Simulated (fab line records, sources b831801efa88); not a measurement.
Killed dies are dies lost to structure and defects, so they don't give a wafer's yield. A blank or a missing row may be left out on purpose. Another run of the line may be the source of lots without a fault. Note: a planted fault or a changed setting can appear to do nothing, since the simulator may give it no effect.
fab line records | flow gf180mcu
[record] lots = 15 | wafers = 45 | last_day = 34
route steps=602 shown M2@367 V2@383
lots that met no fault: taken from a fault-free run of the same line
start_h: hours from the record's first day to the start of the lot's first wafer shown | wait_h: hours from the lot's prior step to this one | " same as the row above | L1.1+2: several wafers, shown together as one row | - no value, or no start was given | * or withheld: withheld | < > ~ a bound
route shown NAME@n: NAME is a module with steps in the file, n the number in the route of the first one | usual: mean/standard deviation of fault-free wafers | same: alike in all rows | chamber/n: place in a boat | sites: each site's reading | _std_site: their standard deviation | _edge_site: mean of outer sites minus mean of inner sites | radius_mm: for every site, how far away it sits from the centre of the wafer | mask NAME#n: copy n | behind: the most recent tool/chamber to have shaped the wafer | hold: why the lot went on hold/how many hours it stayed there/how the hold came to an end | device: names the non-switching transistor (n, p or np) | end of line: the same wafers' tests at the end of the route | a step without rows: its recipe alone | killed: dies that structure and defects cost at the first sort, which is not the same as the wafer's yield | map: a wafer's dies, marking killed ones x, the rest . and places with no die _
set.NAME: the setting that was run; set.NAME@STEP: the one run at that earlier step | model.NAME: the simulator's own value behind a step, which no gauge read
one table for each step of the route and one row for each wafer, over a sample of lots
services: from which hour (start_h, from the record's first day; less than 0 if before it) a tool's chamber was out of use, for how many hours, and why
[[steps]]
[step GF_M2_RS_MEAS_05]
[recipe] thk_meas_gauge = four-point-probe | reads = TiN_of_M2_SPUTTER_04+Ti_of_M2_SPUTTER_03+AlCu_of_M2_SPUTTER_02+TiN_of_M2_SPUTTER_01+Ti_of_M2_SPUTTER_00
[usual] M2_ALCU_RS = 0.0690/0.001
lot.wafer | tool          | chamber | start_h | wait_h | M2_ALCU_RS[ohm/sq]
L447.2    | film_metro-02 | -       | 418.53  | 0.0    | 0.0696
L447.4    | "             | -       | "       | "      | 0.0690
L447.6    | "             | -       | "       | "      | 0.0699
L449.1    | film_metro-04 | -       | 429.03  | 0.0    | 0.0693
L449.2    | "             | -       | "       | "      | 0.0692
L449.3    | "             | -       | "       | "      | 0.0680
L450.1    | film_metro-02 | -       | 439.84  | 0.0    | 0.0689
L450.4    | "             | -       | "       | "      | 0.0695
L450.6    | "             | -       | "       | "      | 0.0699
L451.1    | film_metro-01 | -       | 449.22  | 0.0    | 0.0685
L451.3    | "             | -       | "       | "      | 0.0680
L451.5    | "             | -       | "       | "      | 0.0684
L454.1    | film_metro-02 | -       | 473.86  | 0.0    | 0.0692
L454.3    | "             | -       | "       | "      | 0.0686
L454.4    | "             | -       | "       | "      | 0.0687
L453.1    | film_metro-04 | -       | 476.53  | 0.0    | 0.0701
L453.2    | "             | -       | "       | "      | 0.0701
L453.3    | "             | -       | "       | "      | 0.0702
L455.2    | film_metro-01 | -       | 478.94  | 0.0    | 0.0685
L455.3    | "             | -       | "       | "      | 0.0677
L455.5    | "             | -       | "       | "      | 0.0682
L456.1    | film_metro-02 | -       | 494.13  | 0.0    | 0.0696
L456.3    | "             | -       | "       | "      | 0.0684
L456.5    | "             | -       | "       | "      | 0.0696
L460.2    | film_metro-02 | -       | 525.31  | 0.0    | 0.0688
L460.4    | "             | -       | "       | "      | 0.0701
L460.6    | "             | -       | "       | "      | 0.0700
L463.2    | film_metro-04 | -       | 547.93  | 0.0    | 0.0687
L463.4    | "             | -       | "       | "      | 0.0680
L463.6    | "             | -       | "       | "      | 0.0689
L464.2    | film_metro-01 | -       | 556.93  | 0.0    | 0.0691
L464.4    | "             | -       | "       | "      | 0.0682
L464.6    | "             | -       | "       | "      | 0.0678
L465.2    | film_metro-04 | -       | 568.83  | 0.0    | 0.0683
L465.5    | "             | -       | "       | "      | 0.0685
L465.6    | "             | -       | "       | "      | 0.0686
L467.1    | film_metro-01 | -       | 579.71  | 0.0    | 0.0690
L467.5    | "             | -       | "       | "      | 0.0680
L467.6    | "             | -       | "       | "      | 0.0681
L468.1    | film_metro-01 | -       | 588.30  | 0.0    | 0.0681
L468.2    | "             | -       | "       | "      | 0.0692
L468.4    | "             | -       | "       | "      | 0.0680
L470.1    | film_metro-02 | -       | 611.69  | 0.0    | 0.0668
L470.2    | "             | -       | "       | "      | 0.0675
L470.3    | "             | -       | "       | "      | 0.0686
[step GF_M2_DEVELOP_13]
[recipe] develop_time_s = 60 | dev_temp_c = 21
[usual] chill_plate_temp_C = 23.02/0.12 | develop_time_s = 60/0
lot.wafer | tool           | chamber | start_h | wait_h | chill_plate_temp_C | develop_time_s
L447.2    | litho_track-01 | 0       | 441.46  | 0.2    | 23.02              | 60
L447.4    | "              | 0       | "       | "      | 23.21              | 60
L447.6    | "              | 0       | "       | "      | 23.09              | 60
L449.1    | litho_track-03 | 0       | 453.08  | 0.2    | 23.01              | 60
L449.2    | "              | 0       | "       | "      | 22.90              | 60
L449.3    | "              | 0       | "       | "      | 22.84              | 60
L450.1    | litho_track-02 | 0       | 464.27  | 0.2    | 22.96              | 60
L450.4    | "              | 0       | "       | "      | 23.00              | 60
L450.6    | "              | 0       | "       | "      | 22.89              | 60
L451.1    | litho_track-02 | 0       | 473.67  | 0.2    | 23.07              | 60
L451.3    | "              | 0       | "       | "      | 23.15              | 60
L451.5    | "              | 0       | "       | "      | 23.06              | 60
L454.1    | litho_track-03 | 0       | 497.53  | 0.2    | 23.01              | 60
L454.3    | "              | 0       | "       | "      | 23.12              | 60
L454.4    | "              | 0       | "       | "      | 23.04              | 60
L453.1    | litho_track-03 | -       | 500.18  | 0.2    | -                  | -
L453.2    | "              | -       | "       | "      | -                  | -
L453.3    | "              | -       | "       | "      | -                  | -
L455.2    | litho_track-01 | -       | 502.56  | 0.2    | -                  | -
L455.3    | "              | -       | "       | "      | -                  | -
L455.5    | "              | -       | "       | "      | -                  | -
L456.1    | litho_track-01 | -       | 517.48  | 0.2    | -                  | -
L456.3    | "              | -       | "       | "      | -                  | -
L456.5    | "              | -       | "       | "      | -                  | -
L460.2    | litho_track-01 | 0       | 547.71  | 0.2    | 23.15              | 60
L460.4    | "              | 0       | "       | "      | 23.02              | 60
L460.6    | "              | 0       | "       | "      | 23.13              | 60
L463.2    | litho_track-02 | 0       | 569.54  | 0.2    | 22.85              | 60
L463.4    | "              | 0       | "       | "      | 23.08              | 60
L463.6    | "              | 0       | "       | "      | 22.98              | 60
L464.2    | litho_track-02 | 0       | 578.79  | 0.2    | 23.02              | 60
L464.4    | "              | 0       | "       | "      | 23.10              | 60
L464.6    | "              | 0       | "       | "      | 23.00              | 60
L465.2    | litho_track-03 | 0       | 589.50  | 0.2    | 22.94              | 60
L465.5    | "              | 0       | "       | "      | 22.90              | 60
L465.6    | "              | 0       | "       | "      | 23.06              | 60
L467.1    | litho_track-01 | 0       | 600.18  | 0.2    | 23.06              | 60
L467.5    | "              | 0       | "       | "      | 22.95              | 60
L467.6    | "              | 0       | "       | "      | 23.15              | 60
L468.1    | litho_track-03 | 0       | 608.72  | 0.2    | 22.91              | 60
L468.2    | "              | 0       | "       | "      | 23.00              | 60
L468.4    | "              | 0       | "       | "      | 22.83              | 60
L470.1    | litho_track-03 | 0       | 631.87  | 0.2    | 23.07              | 60
L470.2    | "              | 0       | "       | "      | 23.01              | 60
L470.3    | "              | 0       | "       | "      | 23.01              | 60
[step GF_M2_METAL_ETCH_16]
[recipe] chemistry = Cl2/BCl3 | mask_material = KrF | target_depth_nm = 750.8 | stop_on = SiO2 | pressure_mtorr = 8 | icp_w = 800 | bias_w = 140 | Cl2_flow_sccm = 80 | bcl3_flow_sccm = 40 | time_s = 125.1
[usual] drypump_motor_current_A = 5.6/0.61 | oes_product_au = 0.991/0.0054 | throttle_valve_pct = 28.228/0.0094
lot.wafer | tool         | chamber | start_h | wait_h | drypump_motor_current_A | oes_product_au | rf_hours_counter_h | throttle_valve_pct
L447.2    | rie_metal-01 | 0       | 441.74  | 0.0    | 5.3                     | 0.990          | 6                  | 28.238
L447.4    | "            | 1       | "       | "      | 6.6                     | 0.992          | -                  | 28.234
L447.6    | "            | 0       | "       | "      | 5.2                     | 0.992          | -                  | 28.222
L449.1    | rie_metal-01 | 1       | 453.38  | 0.0    | 6.6                     | 1.000          | 8                  | 28.231
L449.2    | "            | 0       | "       | "      | 5.3                     | 0.987          | 7                  | 28.233
L449.3    | "            | 0       | "       | "      | 5.3                     | 0.989          | -                  | 28.242
L450.1    | rie_metal-01 | 0       | 464.58  | 0.0    | 5.3                     | 0.994          | 7                  | 28.242
L450.4    | "            | 0       | "       | "      | 5.2                     | 0.993          | -                  | 28.233
L450.6    | "            | 1       | "       | "      | 6.6                     | 0.985          | -                  | 28.217
L451.1    | rie_metal-01 | 0       | 473.98  | 0.0    | 5.3                     | 0.995          | 7                  | 28.222
L451.3    | "            | 0       | "       | "      | 5.3                     | 0.990          | -                  | 28.225
L451.5    | "            | 0       | "       | "      | 5.2                     | 0.992          | -                  | 28.246
L454.1    | rie_metal-02 | 1       | 497.83  | 0.0    | 5.9                     | 0.997          | 9                  | 28.218
L454.3    | "            | 1       | "       | "      | 5.9                     | 0.996          | -                  | 28.206
L454.4    | "            | 0       | "       | "      | 5.1                     | 0.991          | -                  | 28.231
L453.1    | rie_metal-03 | 1       | 500.48  | 0.0    | 6.0                     | 0.991          | 12                 | 28.242
L453.2    | "            | 0       | "       | "      | 4.9                     | 0.990          | 12                 | 28.224
L453.3    | "            | 0       | "       | "      | 4.9                     | 0.994          | -                  | 28.228
L455.2    | rie_metal-01 | 0       | 502.84  | 0.0    | 5.3                     | 0.997          | 8                  | 28.227
L455.3    | "            | 1       | "       | "      | 6.5                     | 0.988          | -                  | 28.234
L455.5    | "            | 1       | "       | "      | 6.6                     | 0.991          | -                  | 28.222
L456.1    | rie_metal-01 | 1       | 517.79  | 0.0    | 6.6                     | 0.987          | 10                 | 28.216
L456.3    | "            | 0       | "       | "      | 5.2                     | 0.991          | -                  | 28.210
L456.5    | "            | 0       | "       | "      | 5.2                     | 0.989          | -                  | 28.221
L460.2    | rie_metal-01 | 0       | 547.99  | 0.0    | 5.3                     | 0.986          | 9                  | 28.231
L460.4    | "            | 1       | "       | "      | 6.6                     | 0.989          | -                  | 28.203
L460.6    | "            | 0       | "       | "      | 5.2                     | 0.985          | -                  | 28.222
L463.2    | rie_metal-03 | 1       | 569.83  | 0.0    | 6.0                     | 0.992          | 14                 | 28.227
L463.4    | "            | 0       | "       | "      | 5.0                     | 0.986          | -                  | 28.229
L463.6    | "            | 1       | "       | "      | 6.0                     | 0.980          | -                  | 28.251
L464.2    | rie_metal-02 | 1       | 579.07  | 0.0    | 5.9                     | 0.996          | 12                 | 28.232
L464.4    | "            | 1       | "       | "      | 5.9                     | 1.007          | -                  | 28.238
L464.6    | "            | 0       | "       | "      | 5.1                     | 0.992          | -                  | 28.231
L465.2    | rie_metal-03 | 0       | 589.82  | 0.1    | 4.9                     | 0.994          | -                  | 28.220
L465.5    | "            | 0       | "       | "      | 4.9                     | 0.994          | -                  | 28.221
L465.6    | "            | 0       | "       | "      | 4.9                     | 0.989          | -                  | 28.216
L467.1    | rie_metal-03 | 0       | 600.49  | 0.0    | 4.9                     | 0.991          | 16                 | 28.215
L467.5    | "            | 0       | "       | "      | 4.9                     | 0.997          | -                  | 28.220
L467.6    | "            | 0       | "       | "      | 4.9                     | 0.989          | -                  | 28.224
L468.1    | rie_metal-03 | 0       | 609.03  | 0.0    | 4.9                     | 0.991          | 16                 | 28.229
L468.2    | "            | 0       | "       | "      | 4.9                     | 0.982          | -                  | 28.231
L468.4    | "            | 0       | "       | "      | 4.9                     | 0.987          | -                  | 28.247
L470.1    | rie_metal-03 | 1       | 632.18  | 0.0    | 6.0                     | 0.987          | 0                  | 28.237
L470.2    | "            | 1       | "       | "      | 5.9                     | 0.990          | -                  | 28.212
L470.3    | "            | 1       | "       | "      | 5.9                     | 0.993          | -                  | 28.228
[step GF_V2_THK_MEAS_01]
[recipe] reads = SiO2_of_V2_CVD_00
[usual] V2_CVD_00_THK = 597/8.3
lot.wafer | tool          | chamber | start_h | wait_h | V2_CVD_00_THK[nm]
L447.2    | film_metro-02 | -       | 442.52  | 0.0    | 605
L447.4    | "             | -       | "       | "      | 590
L447.6    | "             | -       | "       | "      | 604
L449.1    | film_metro-02 | -       | 454.16  | 0.0    | 594
L449.2    | "             | -       | "       | "      | 587
L449.3    | "             | -       | "       | "      | 596
L450.1    | film_metro-03 | -       | 465.31  | 0.0    | 596
L450.4    | "             | -       | "       | "      | 606
L450.6    | "             | -       | "       | "      | 601
L451.1    | film_metro-03 | -       | 474.71  | 0.0    | 596
L451.3    | "             | -       | "       | "      | 596
L451.5    | "             | -       | "       | "      | 599
L454.1    | film_metro-04 | -       | 498.60  | 0.0    | 602
L454.3    | "             | -       | "       | "      | 593
L454.4    | "             | -       | "       | "      | 598
L460.2    | film_metro-03 | -       | 548.73  | 0.0    | 599
L460.4    | "             | -       | "       | "      | 607
L460.6    | "             | -       | "       | "      | 598
L463.2    | film_metro-02 | -       | 570.57  | 0.0    | 605
L463.4    | "             | -       | "       | "      | 611
L463.6    | "             | -       | "       | "      | 607
L464.2    | film_metro-03 | -       | 579.86  | 0.0    | 587
L464.4    | "             | -       | "       | "      | 607
L464.6    | "             | -       | "       | "      | 594
L465.2    | film_metro-03 | -       | 590.74  | 0.0    | 591
L465.5    | "             | -       | "       | "      | 586
L465.6    | "             | -       | "       | "      | 585
L467.1    | film_metro-03 | -       | 601.38  | 0.0    | 588
L467.5    | "             | -       | "       | "      | 580
L467.6    | "             | -       | "       | "      | 583
L468.1    | film_metro-02 | -       | 609.91  | 0.0    | 604
L468.2    | "             | -       | "       | "      | 609
L468.4    | "             | -       | "       | "      | 612
L470.1    | film_metro-03 | -       | 633.04  | 0.0    | 606
L470.2    | "             | -       | "       | "      | 609
L470.3    | "             | -       | "       | "      | 612
[[services]]
tool           | chamber | start_h | hours | kind
rie_metal-03   | -       | 439.60  | 1.4   | pm
rie_metal-01   | -       | 493.52  | 2.6   | repair
rie_metal-03   | 1       | 574.60  | 7.8   | repair
rie_metal-03   | 1       | 582.42  | -     | clean
rie_metal-03   | 1       | 582.42  | 29.1  | scheduled_down
rie_metal-03   | 1       | 582.42  | 29.1  | vent_cycle
rie_metal-01   | 0       | 607.01  | 2.6   | repair
rie_metal-01   | 1       | 610.80  | 3.6   | repair
rie_metal-03   | 0       | 629.11  | -     | clean
rie_metal-03   | 0       | 629.11  | 25.3  | scheduled_down
rie_metal-03   | 0       | 629.11  | 25.3  | vent_cycle
litho_track-02 | -       | 629.51  | -     | consumable_replace:filter
[[key]]
[first_sign] step = GF_M2_DEVELOP_13 | reading = tool_record | direction = missing
effect none on later readings
met_at GF_M2_DEVELOP_13
struck_lots L453,L455,L456
later_rows_left_out L453.1,L453.2,L453.3,L455.2,L455.3,L455.5,L456.1,L456.3,L456.5
sort_left_out L453.1,L453.2,L453.3,L455.2,L455.3,L455.5,L456.1,L456.3,L456.5
not_acting_at GF_M2_RS_MEAS_05,GF_M2_METAL_ETCH_16,GF_V2_THK_MEAS_01
onset_between 497.53 500.18
[fault] kind = skipped_step_whole | tool = litho_track-01,litho_track-03 | chamber = - | onset_h = 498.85 | steps = GF_M2_DEVELOP_13 | scope = struck_lots_only
// sort_left_out: the simulated sort isn't trusted on such a fault, so these wafers' sort isn't shown, and their yield isn't known
// later_rows_left_out: the simulator's readings of these wafers behind a module that went badly wrong aren't trusted and aren't shown, but for the sort
